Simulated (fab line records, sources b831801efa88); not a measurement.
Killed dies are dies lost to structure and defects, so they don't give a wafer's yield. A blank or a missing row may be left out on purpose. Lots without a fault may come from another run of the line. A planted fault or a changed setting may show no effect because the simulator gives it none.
One fault seen from 2 desks | flow gf180mcu | each desk has only its own numbers; what lay behind them comes last

THE METROLOGY DESK
What the gauges read, lot by lot, whatever tool the lot ran on: means of the sampled wafers that have a number. A lot is out of limits, marked OUT, if its mean lies more than 4 standard deviations from the usual mean; the brackets give that distance.
Columns: A = POLY_GATE_OXIDATION_THK at GF_POLY_GATE_THK_MEAS_17, usual 3.99 nm; B = PSD_TW at GF_PSD_TW_MEAS_11, usual 3178
lot  | first seen here | A    | B
L347 | day 9 11:43     | 4.07 | 3169
L349 | day 10 05:41    | 4.08 | 3195
L350 | day 10 12:41    | 4.03 | 3160
L353 | day 11 16:10    | 4.05 | 3130
L354 | day 12 03:23    | 3.96 | 3138
L357 | day 13 02:47    | 4.10 | 3196
L362 | day 14 06:08    | 4.03 | 30 (-87) OUT
L367 | day 15 10:49    | 4.01 | 3186
L368 | day 15 17:24    | 4.17 | 3124
L369 | day 16 02:47    | 3.94 | 3112
This desk's finding: out of limits on L362; first on L362, day 20 04:50 (PSD_TW at GF_PSD_TW_MEAS_11). In limits: L347, L349, L350, L353, L354, L357, L367, L368, L369.

THE TOOL OWNER'S DESK: plasma_asher-03
The tool's own readings at GF_NSD_STRIP_11 (strips in O2/N2): means of the sampled wafers that have a number, for each lot that ran on this tool. A lot is out of limits, marked OUT, if its mean lies more than 4 standard deviations from the usual mean; the brackets give that distance.
Columns: A = drypump_motor_current_A at GF_NSD_STRIP_11, usual 5.51 A; B = heater_power_w at GF_NSD_STRIP_11, usual 317 W; C = n2_flow_sccm at GF_NSD_STRIP_11, usual 300.0 sccm; D = oes_product_au at GF_NSD_STRIP_11, usual 0.486 a.u.; E = strip_time_to_endpoint_s at GF_NSD_STRIP_11, usual 22.96 s
lot  | first seen here | A    | B   | C     | D                | E
L354 | day 16 11:50    | 5.57 | 309 | 301.4 | 0.486            | 22.98
L357 | day 17 18:46    | 5.46 | 335 | 300.2 | 0.488            | 22.93
L362 | day 19 04:07    | 5.33 | 338 | 300.9 | 0.459 (-6.4) OUT | -
L369 | day 21 04:40    | 5.21 | 354 | 300.3 | 0.487            | 22.96
This desk's finding: out of limits on L362; first on L362, day 19 04:07 (oes_product_au at GF_NSD_STRIP_11). In limits: L354, L357, L369.

PUT TOGETHER
The tool owner's desk could have raised an alarm at day 19 04:07, on L362.
The metrology desk could have raised an alarm at day 20 04:50, on L362.
Of the lots named, all ran GF_NSD_STRIP_11 on plasma_asher-03.

WHAT THE SIMULATOR HAD PUT IN
Strip aborted: plasma_asher-03, from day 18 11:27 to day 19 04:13, at GF_NSD_STRIP_11. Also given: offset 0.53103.
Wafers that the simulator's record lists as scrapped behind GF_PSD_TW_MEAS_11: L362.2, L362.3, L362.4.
Lots struck among those shown: L362.
Hours from the fault's start to each desk's first reading out of limits: the tool owner's desk, 17; the metrology desk, 41.
